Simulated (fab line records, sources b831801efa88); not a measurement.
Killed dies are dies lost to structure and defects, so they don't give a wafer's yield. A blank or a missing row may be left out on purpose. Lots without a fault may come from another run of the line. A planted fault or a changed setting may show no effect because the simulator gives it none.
Which tool did it? | flow sky130 | 24 lots, 72 wafers sampled, at 1 step of a route of 708

WHAT THE GAUGES READ, wafer by wafer
SKY_VIA2_OVL_MEAS_13. Usual: VIA2_OVL 1 nm, standard deviation 4.9.
lot  | measured     | on         | VIA2_OVL (nm) | flag
L074 | day 36 13:30 | overlay-01 | -2 -5 5       |
L075 | day 36 18:34 | overlay-01 | -2 -3 -9      |
L076 | day 37 02:44 | overlay-02 | -3 -4 -6      |
L078 | day 37 11:52 | overlay-02 | 2 5 -2        |
L077 | day 37 16:47 | overlay-02 | 5 1 2         |
L079 | day 38 08:32 | overlay-02 | 0 -2 -4       |
L080 | day 38 09:11 | overlay-01 | 4 -9 -3       |
L081 | day 38 20:56 | overlay-01 | 8 -5 3        |
L082 | day 38 21:31 | overlay-02 | 7 10 12       |
L083 | day 39 03:49 | overlay-02 | -4 4 -18      |
L084 | day 39 21:11 | overlay-02 | -3 5 -3       |
L085 | day 39 22:42 | overlay-02 | -8 0 5        |
L086 | day 40 07:07 | overlay-01 | 10 5 -2       |
L087 | day 40 11:05 | overlay-01 | 4 -2 1        |
L088 | day 40 22:10 | overlay-02 | -3 7 -5       |
L089 | day 41 06:44 | overlay-01 | -6 1 -5       |
L091 | day 41 16:08 | overlay-02 | -7 -4 -4      |
L090 | day 41 16:29 | overlay-01 | 3 1 1         |
L092 | day 42 04:17 | overlay-02 | 9 -1 8        |
L093 | day 42 12:39 | overlay-02 | 0 0 2         |
L094 | day 42 21:12 | overlay-02 | -2 -2 -6      |
L097 | day 43 07:08 | overlay-01 | -3 6 -1       |
L095 | day 43 07:24 | overlay-01 | -1 3 -4       |
L096 | day 43 11:02 | overlay-02 | 0 5 -1        |

WHICH TOOL RAN EACH LOT (tool, then ch and the chambers of the sampled wafers, then the start)
The record holds no process step before these readings.

WHAT THE TOOLS THEMSELVES READ (means of the sampled wafers that have a number; where no wafer has one, the mark that the record gives instead)
The record holds no such reading with a usual standard deviation.

THE ANSWER, worked out from the rows above alone
Rule: a lot is off if the mean of its wafers that have a number lies more than 3 standard deviations from the usual mean. A lot without any number at a reading at which 4 lots or more have one is off too. The other lots that the step has rows for count as sound. The gauges are gone through in route order, then the tools' own readings, and for those a lot's mean is taken as printed above. The first step at which some lot is off is used, and at that step the reading that is off furthest; a lot without a number counts as furthest.
No lot is off at any reading shown: from this, nothing can be told.

WHAT THE SIMULATOR HAD PUT IN
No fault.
